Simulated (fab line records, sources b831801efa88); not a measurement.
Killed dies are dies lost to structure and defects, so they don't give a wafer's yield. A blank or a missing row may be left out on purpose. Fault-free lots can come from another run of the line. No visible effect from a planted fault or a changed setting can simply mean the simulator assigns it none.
Which of the tools did it? | flow sky130 | 16 wafers from 6 lots sampled at 2 of the route's 708 steps

## WHAT THE GAUGES SHOWED, per wafer
SKY_DNWELL_TW_MEAS_09.
lot  | measured    | on           | DNWELL_TW
L247 | day 3 21:44 | filmMetro-04 | 1099 1102 1107
L252 | day 4 22:20 | filmMetro-04 | 1087 1091
L256 | day 5 21:10 | filmMetro-04 | 1089 1091
L259 | day 6 15:55 | filmMetro-04 | 1103 1096 1102
L262 | day 7 12:21 | filmMetro-03 | 1108 1106 1105
L266 | day 8 08:34 | filmMetro-03 | 1105 1102 1097

## TOOL THAT RAN EACH LOT (tool first, then ch and the chambers of the sampled wafers, then the start)
lot  | SKY_FIELD_ISO_ETCH_17
L247 | rieSi-01 ch 2,3, day 2 23:16
L252 | rieSi-01 ch 1,2, day 3 22:27
L256 | rieSi-02 ch 2,3, day 4 19:03
L259 | rieSi-01 ch 0,1, day 5 13:13
L262 | rieSi-02 ch 2,3, day 6 03:33
L266 | rieSi-01 ch 0,1, day 7 03:55
- SKY_FIELD_ISO_ETCH_17: etches Si in HBr/Cl2/O2, target depth 342 nm, time 97.7 s.

## THE ANSWER, worked out from the rows above alone
Rule: the lots themselves supply what counts as usual. The widest of any qualifying gaps counts: lots, ordered by their means at a reading, are off when they make up no more than a third of the lots, leave a main group of 4 or more, and stand apart from it by 3 or more times the standard deviation of that group's means. A main group whose means are all the same, to the digits that the tables above print for the reading, isn't used. Also off: a lot with no number at a reading for which 4 or more lots have one. Where the step has rows for the other lots, those lots are counted as sound.
Off: L252, L256, at SKY_DNWELL_TW_MEAS_09 (DNWELL_TW). The main group has a mean of 1103 with a standard deviation of 2.3.
If a tool, at a process step before that reading, ran all the lots that are off and no sound lot after the first of them, it fits. Those tools and the gauges at SKY_DNWELL_TW_MEAS_09 are tried in the same way. Not one of the candidates tried fits.

## WHAT HAD BEEN PUT IN BY THE SIMULATOR
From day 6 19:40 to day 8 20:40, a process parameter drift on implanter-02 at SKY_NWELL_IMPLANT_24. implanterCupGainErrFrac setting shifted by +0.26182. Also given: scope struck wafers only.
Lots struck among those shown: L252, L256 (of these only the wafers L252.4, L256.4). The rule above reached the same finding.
